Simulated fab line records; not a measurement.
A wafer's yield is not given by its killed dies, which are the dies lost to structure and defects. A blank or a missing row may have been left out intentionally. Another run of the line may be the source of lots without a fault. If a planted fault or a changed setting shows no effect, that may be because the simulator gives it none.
fab line records + flow sky130
record:
- lots: 5
- wafers: 15
- last-day: 50
route steps=708 shown FIELD_ISO@27 NWELL@32 DNWELL@35 PAD_OPEN@708
lots untouched by any fault: they come from a run of this same line in which no faults occurred
start-h: hours from the record's opening day to when the first of the lot's shown wafers began + wait-h: hours elapsed since this lot's preceding step + " identical to the entry in the row above + L1.1+2: a single row standing in for several wafers + - value missing, or start not given + * or withheld: withheld + < > ~ a bound
route shown NAME@n: names a module that has steps shown in the file, with the first one's number in the route + usual: the fault-free wafers' mean and standard deviation + same: alike in all rows + chamber/n: place in a boat + sites: per-site readings + _std_site: standard deviation across them + _edge_site: the outer-site mean with the inner-site mean subtracted + radius-mm: for every site, how far away it sits from the centre of the wafer + mask NAME#n: copy n + behind: the most recent tool/chamber to have shaped the wafer + hold: reason for holding the lot/hours on hold/outcome of the hold + device: which transistor (n, p or np) failed to switch + end of line: at the end of the route, the tests of the same wafers + step lacking rows: just its recipe + killed: dies that structure and defects cost at the first sort, which is not the same as the wafer's yield + map: a wafer's dies, marking killed ones x, the rest . and places with no die _
set.NAME: the setting the step ran with; set.NAME@STEP: the setting that earlier step ran with + model.NAME: the simulator's own value behind a step, which no gauge read
a table for each step, a row for each wafer; lots at some steps of the route
services: a tool's chamber out of use, with start hour (start-h, from the record's first day; less than 0 if before it), hours out, and reason
== steps ==
step: SKY_FIELD_ISO_ANNEAL_26
recipe:
- temp-c: 1000
- time-s: 1800
- ambient: N2
step: SKY_FIELD_ISO_CMP_27
recipe:
- stop-on: Si3N4
- t-overpolish-s: 16
- down-force-psi: 4
- platen-rpm: 60
- target-thk-nm: 457.8
- pad-velocity-m-s: 0.94248
usual:
- motor-current-A: 12.8/0.68
- overpolish-run-s: 16.000/0.0086
- platen-rpm: 60.00/0.036
- time-to-endpoint-s: 107/4.3
| lot.wafer | tool   | chamber | start-h | wait-h | motor-current-A | overpolish-run-s | platen-rpm | time-to-endpoint-s |
|-----------|--------|---------|---------|--------|-----------------|------------------|------------|--------------------|
| L768.2    | cmp-01 | 3       | 70.89   | 0.0    | 12.4            | 16.011           | 60.02      | 107                |
| L768.4    | "      | 0       | "       | "      | 13.1            | 15.996           | 59.99      | 105                |
| L768.6    | "      | 0       | "       | "      | 13.7            | 16.007           | 60.03      | 105                |
| L769.2    | cmp-01 | 3       | 74.69   | 0.1    | 12.1            | 15.991           | 59.97      | 101                |
| L769.3    | "      | 0       | "       | "      | 14.1            | 15.997           | 59.97      | 98                 |
| L769.1    | "      | 1       | "       | "      | 13.1            | 16.002           | 60.00      | 101                |
| L770.3    | cmp-01 | 3       | 80.27   | 0.1    | 13.1            | 16.002           | 60.03      | 97                 |
| L770.1    | "      | 0       | "       | "      | 13.5            | 15.999           | 59.99      | 102                |
| L770.5    | "      | 1       | "       | "      | 13.3            | 15.999           | 60.03      | 99                 |
| L783.3    | cmp-02 | 2       | 154.86  | 0.0    | 11.8            | 15.989           | 60.06      | 113                |
| L783.4    | "      | 0       | "       | "      | 13.1            | 15.997           | 60.04      | 111                |
| L783.2    | "      | 1       | "       | "      | 11.3            | 16.016           | 60.00      | 109                |
| L784.2    | cmp-01 | 1       | 162.52  | 0.0    | 13.4            | 16.017           | 59.96      | 97                 |
| L784.1    | "      | 0       | "       | "      | 13.0            | 15.992           | 59.94      | 108                |
| L784.6    | "      | 2       | "       | "      | 13.1            | 16.006           | 60.04      | 107                |
step: SKY_FIELD_ISO_WET_ETCH_28
recipe:
- chemistry: dHF
- target-depth-nm: 23.7
- target: SiO2
- dilution: 10:1
- temp-c: 25
- time-s: 47
step: SKY_FIELD_ISO_WET_ETCH_29
recipe:
- chemistry: H3PO4
- target-depth-nm: 160
- target: Si3N4
- temp-c: 160
- time-s: 1825
step: SKY_FIELD_ISO_WET_ETCH_30
recipe:
- chemistry: dHF
- target-depth-nm: 25
- target: SiO2
- dilution: 10:1
- temp-c: 25
- time-s: 50
step: SKY_NWELL_CLEAN_00
recipe:
- chemistry: SC1/SC2
- mix: 1:4:20
- temp-c: 70
- time-s: 150
- dry: n2-spin
step: SKY_NWELL_OXIDATION_01
recipe:
- temp-c: 900
- ambient: O2
- stabilise-s: 600
- purge-s: 300
- target-thk-a: 100
- ox-time-s: 1418
step: SKY_NWELL_THK_MEAS_02
recipe:
- reads: SiO2_of_NWELL_OXIDATION_01
usual:
- NWELL_OXIDATION_THK: 10.02/0.21
| lot.wafer | tool          | chamber | start-h | wait-h | NWELL_OXIDATION_THK[nm] |
|-----------|---------------|---------|---------|--------|-------------------------|
| L768.2    | film-metro-03 | -       | 73.65   | 0.0    | 10.02                   |
| L768.4    | "             | -       | "       | "      | 10.01                   |
| L768.6    | "             | -       | "       | "      | 10.04                   |
| L769.1    | film-metro-04 | -       | 78.08   | 0.0    | 10.15                   |
| L769.2    | "             | -       | "       | "      | 10.21                   |
| L769.3    | "             | -       | "       | "      | 10.09                   |
| L770.1    | film-metro-03 | -       | 83.03   | 0.0    | 10.18                   |
| L770.3    | "             | -       | "       | "      | 10.33                   |
| L770.5    | "             | -       | "       | "      | 10.16                   |
| L783.2    | film-metro-01 | -       | 161.54  | 0.0    | 10.12                   |
| L783.3    | "             | -       | "       | "      | 10.18                   |
| L783.4    | "             | -       | "       | "      | 10.02                   |
| L784.1    | film-metro-04 | -       | 166.76  | 0.0    | 9.93                    |
| L784.2    | "             | -       | "       | "      | 9.78                    |
| L784.6    | "             | -       | "       | "      | 10.04                   |
step: SKY_DNWELL_DEHYDRATE_00
recipe:
- temp-c: 200
- time-s: 60
step: SKY_DNWELL_HMDS_01
recipe:
- prime-time-s: 60
- prime-temp-c: 120
step: SKY_DNWELL_COAT_02
recipe:
- spin-rpm: 2000
- resist-thk-nm: 3000
step: SKY_DNWELL_SOFTBAKE_03
recipe:
- temp-c: 110
- time-s: withheld
step: SKY_DNWELL_EXPOSE_04
recipe:
- mask-id: DNM
- na: 0.57
- target-cd-nm: 3000
- dose-mj: 222
usual:
- reticle-temp-C: 23.01/0.11
| lot.wafer | tool             | chamber | start-h | wait-h | mask     | reticle-temp-C |
|-----------|------------------|---------|---------|--------|----------|----------------|
| L768.2    | iline-stepper-01 | 0       | 81.96   | -      | DNM#0    | 23.04          |
| L768.4    | "                | 0       | "       | "      | DNM#0    | 23.08          |
| L768.6    | "                | 0       | "       | "      | DNM#0    | 22.89          |
| L769.1    | iline-stepper-01 | 0       | 87.09   | -      | DNM#0    | 23.12          |
| L769.2    | "                | 0       | "       | "      | DNM#0    | 23.08          |
| L769.3    | "                | 0       | "       | "      | DNM#0    | 23.09          |
| L770.1    | iline-stepper-02 | 0       | 92.41   | -      | DNM#0    | 23.00          |
| L770.3    | "                | 0       | "       | "      | DNM#0    | 22.90          |
| L770.5    | "                | 0       | "       | "      | DNM#0    | 22.89          |
| L783.2    | iline-stepper-02 | 0       | 171.07  | -      | DNM_R1#0 | 22.94          |
| L783.3    | "                | 0       | "       | "      | DNM_R1#0 | 23.07          |
| L783.4    | "                | 0       | "       | "      | DNM_R1#0 | 23.01          |
| L784.1    | iline-stepper-01 | 0       | 176.97  | -      | DNM#0    | 23.04          |
| L784.2    | "                | 0       | "       | "      | DNM#0    | 23.12          |
| L784.6    | "                | 0       | "       | "      | DNM#0    | 23.06          |
step: SKY_DNWELL_PEB_05
recipe:
- temp-c: 115
- time-s: withheld
step: SKY_PAD_OPEN_PROBE_99
usual:
- killed_at_M0_to_M3: 43/6.8
- killed_at_M4_up: 3.3/2.1
- killed-at-contacts: 24/5
- killed-at-front-end: 15/4.4
- killed-at-other: 0.3/0.57
- killed-dies: 86/9.7
- killed-open: 47/7.3
- killed-short: 39/6.1
same:
- gross-dies: 492
- killed-at-back-side: 0
| lot.wafer | tool      | chamber | start-h | wait-h | killed_at_M0_to_M3 | killed_at_M4_up | killed-at-contacts | killed-at-front-end | killed-at-other | killed-dies | killed-open | killed-short | model.etest.res-deep-nwell.width-nm | model.etest.res-deep-nwell.line-ohm-um |
|-----------|-----------|---------|---------|--------|--------------------|-----------------|--------------------|---------------------|-----------------|-------------|-------------|--------------|-------------------------------------|----------------------------------------|
| L768.2    | prober-01 | -       | 1128.82 | 0.1    | 43                 | 4               | 18                 | 12                  | 0               | 77          | 35          | 41           | 2965                                | 744.6                                  |
| L768.4    | prober-01 | -       | 1128.92 | 0.2    | 42                 | 2               | 18                 | 18                  | 0               | 80          | 42          | 37           | 2986                                | 741                                    |
| L768.6    | prober-01 | -       | 1129.02 | 0.2    | 39                 | 1               | 21                 | 7                   | 0               | 68          | 43          | 25           | 2985                                | 744                                    |
| L769.1    | prober-02 | -       | 1130.01 | 0.1    | 38                 | 5               | 16                 | 9                   | 2               | 70          | 37          | 33           | 2982                                | 732.3                                  |
| L769.2    | prober-02 | -       | 1130.06 | 0.1    | 41                 | 3               | 30                 | 9                   | 0               | 83          | 46          | 37           | 2978                                | 741.6                                  |
| L769.3    | prober-02 | -       | 1130.11 | 0.2    | 52                 | 7               | 24                 | 12                  | 0               | 95          | 57          | 38           | 2985                                | 732.7                                  |
| L770.1    | prober-01 | -       | 1133.55 | 0.1    | 48                 | 2               | 24                 | 19                  | 0               | 93          | 48          | 45           | 3017                                | 716.5                                  |
| L770.3    | prober-01 | -       | 1133.65 | 0.2    | 43                 | 4               | 21                 | 16                  | 0               | 84          | 46          | 38           | 3008                                | 722.7                                  |
| L770.5    | prober-01 | -       | 1133.75 | 0.2    | 41                 | 2               | 28                 | 18                  | 1               | 90          | 50          | 40           | 3012                                | 723.1                                  |
| L783.2    | prober-02 | -       | 1204.08 | 0.1    | 47                 | 3               | 26                 | 17                  | 0               | 93          | 46          | 47           | 3211                                | 667.2                                  |
| L783.3    | prober-02 | -       | 1204.13 | 0.2    | 43                 | 0               | 27                 | 10                  | 0               | 80          | 36          | 44           | 3172                                | 659.9                                  |
| L783.4    | prober-02 | -       | 1204.18 | 0.2    | 40                 | 1               | 31                 | 19                  | 0               | 91          | 50          | 41           | 3191                                | 656.4                                  |
| L784.1    | prober-01 | -       | 1206.46 | 0.1    | 42                 | 2               | 19                 | 22                  | 0               | 85          | 41          | 43           | 3010                                | 746                                    |
| L784.2    | prober-01 | -       | 1206.51 | 0.1    | 43                 | 1               | 31                 | 17                  | 0               | 92          | 47          | 43           | 2995                                | 729.9                                  |
| L784.6    | prober-01 | -       | 1206.71 | 0.2    | 38                 | 0               | 26                 | 21                  | 1               | 86          | 47          | 38           | 2990                                | 748.7                                  |
killed by level:class
L768.2 CONTACT:geometric-particle:open=6 METAL2:geometric-particle:short=6 VIA2:geometric-particle:short=6 VIA3:geometric-particle:open=5 METAL1:geometric-particle:short=5 FIELD_ISO:geometric-particle:open=4 LI_CONTACT:geometric-particle:short=4 LOCAL_INTERCONNECT:geometric-particle:short=4
L768.4 LI_CONTACT:geometric-particle:open=7 VIA1:geometric-particle:open=7 VIA2:geometric-particle:open=7 POLY_GATE:geometric-particle:short=6 VIA3:geometric-particle:open=6 VIA2:geometric-particle:short=6 POLY_GATE:geometric-particle:open=5 METAL1:geometric-particle:short=5
L768.6 CONTACT:geometric-particle:open=11 VIA3:geometric-particle:open=9 VIA2:geometric-particle:open=7 VIA1:geometric-particle:open=6 LOCAL_INTERCONNECT:geometric-particle:short=4 METAL2:geometric-particle:short=4 FIELD_ISO:geometric-particle:open=3 VIA2:geometric-particle:short=3
L769.1 VIA1:geometric-particle:open=10 VIA2:geometric-particle:open=9 METAL1:geometric-particle:short=7 LI_CONTACT:geometric-particle:open=5 POLY_GATE:geometric-particle:short=4 CONTACT:geometric-particle:open=4 METAL2:geometric-particle:short=3 LI_CONTACT:geometric-particle:short=3
L769.2 CONTACT:geometric-particle:open=9 VIA2:geometric-particle:open=9 LI_CONTACT:geometric-particle:open=8 VIA3:geometric-particle:open=6 VIA1:geometric-particle:short=6 METAL2:geometric-particle:short=6 CONTACT:geometric-particle:short=5 LI_CONTACT:geometric-particle:short=4
L769.3 VIA1:geometric-particle:open=14 LI_CONTACT:geometric-particle:open=12 VIA2:geometric-particle:open=10 METAL1:geometric-particle:short=9 METAL4:geometric-particle:short=7 CONTACT:geometric-particle:open=6 FIELD_ISO:geometric-particle:open=4 POLY_GATE:geometric-particle:open=4
L770.1 VIA1:geometric-particle:open=11 VIA3:geometric-particle:open=9 POLY_GATE:geometric-particle:short=6 VIA2:geometric-particle:short=6 CONTACT:geometric-particle:open=6 VIA2:geometric-particle:open=6 LI_CONTACT:geometric-particle:short=5 LI_CONTACT:geometric-particle:open=5
L770.3 CONTACT:geometric-particle:open=9 VIA1:geometric-particle:open=9 VIA2:geometric-particle:open=8 VIA3:geometric-particle:open=7 LI_CONTACT:geometric-particle:open=6 POLY_GATE:geometric-particle:short=5 POLY_GATE:geometric-particle:open=5 VIA1:geometric-particle:short=4
L770.5 CONTACT:geometric-particle:open=10 VIA2:geometric-particle:open=8 LI_CONTACT:geometric-particle:open=7 VIA1:geometric-particle:open=6 FIELD_ISO:geometric-particle:open=5 METAL2:geometric-particle:short=5 METAL1:geometric-particle:short=5 CONTACT:geometric-particle:short=5
L783.2 CONTACT:geometric-particle:open=8 LI_CONTACT:geometric-particle:open=7 CONTACT:geometric-particle:short=7 VIA1:geometric-particle:open=7 VIA2:geometric-particle:open=7 VIA3:geometric-particle:open=7 POLY_GATE:geometric-particle:short=5 VIA3:geometric-particle:short=5
L783.3 VIA1:geometric-particle:short=9 CONTACT:geometric-particle:short=7 CONTACT:geometric-particle:open=7 LOCAL_INTERCONNECT:geometric-particle:short=6 VIA1:geometric-particle:open=6 VIA2:geometric-particle:open=6 FIELD_ISO:geometric-particle:open=5 LI_CONTACT:geometric-particle:open=5
L783.4 LI_CONTACT:geometric-particle:open=14 VIA2:geometric-particle:short=9 VIA1:geometric-particle:open=8 FIELD_ISO:geometric-particle:open=7 CONTACT:geometric-particle:open=6 CONTACT:geometric-particle:short=5 VIA3:geometric-particle:open=5 METAL2:geometric-particle:short=4
L784.1 VIA3:geometric-particle:open=9 CONTACT:geometric-particle:open=9 METAL1:geometric-particle:short=9 FIELD_ISO:geometric-particle:short=8 VIA1:geometric-particle:open=6 VIA2:geometric-particle:open=6 POLY_GATE:geometric-particle:short=5 POLY_GATE:geometric-particle:open=5
L784.2 CONTACT:geometric-particle:open=13 CONTACT:geometric-particle:short=9 VIA1:geometric-particle:open=8 FIELD_ISO:geometric-particle:short=7 VIA3:geometric-particle:short=6 LI_CONTACT:geometric-particle:open=6 VIA2:geometric-particle:open=6 METAL1:geometric-particle:short=5
L784.6 LI_CONTACT:geometric-particle:open=9 VIA1:geometric-particle:open=9 CONTACT:geometric-particle:open=7 VIA2:geometric-particle:short=6 VIA3:geometric-particle:open=5 METAL1:geometric-particle:short=5 POLY_GATE:geometric-particle:open=4 LOCAL_INTERCONNECT:geometric-particle:short=4
== services ==
| tool             | chamber | start-h | hours | kind                           |
|------------------|---------|---------|-------|--------------------------------|
| iline-stepper-01 | -       | 50.68   | 8.3   | repair                         |
| cmp-01           | -       | 64.00   | 4.0   | pm                             |
| cmp-01           | -       | 68.00   | -     | consumable-replace:conditioner |
| cmp-01           | -       | 68.00   | -     | consumable-replace:pad         |
| cmp-02           | -       | 68.09   | 16.0  | pm                             |
| iline-stepper-01 | -       | 68.46   | 3.2   | repair                         |
| iline-stepper-01 | -       | 83.13   | 1.7   | pm                             |
| cmp-02           | -       | 92.56   | 9.6   | repair                         |
| iline-stepper-02 | 0       | 98.93   | -     | calibration                    |
| cmp-02           | -       | 107.23  | 6.2   | pm                             |
| cmp-01           | -       | 154.25  | 3.9   | repair                         |
| cmp-01           | -       | 160.19  | 1.3   | repair                         |
== key ==
first-sign:
- step: SKY_DNWELL_EXPOSE_04
- reading: mask
- direction: changed
effect none on later readings
model-effect:
- step: SKY_PAD_OPEN_PROBE_99
- value: etest.res-deep-nwell.width-nm
- without: 2982
- struck: 3191
met-at SKY_DNWELL_EXPOSE_04
struck-wafers L783.2,L783.3,L783.4
tester-left-out L783
onset-between 92.41 171.07
fault:
- kind: wrong-mask
- tool: any
- chamber: -
- onset-h: 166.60
- steps: SKY_DNWELL_EXPOSE_04
- aux-copy: DNM_R1#0
- cd-offset-nm: 210
- scope: struck-lots-only
tester-left-out: of these lots the tester's yield and bins aren't shown, on N5 and GAA mostly nor the transistor test; their killed dies are dies lost to structure and defects alone, not to doping, threshold or leakage, so they don't give the yield
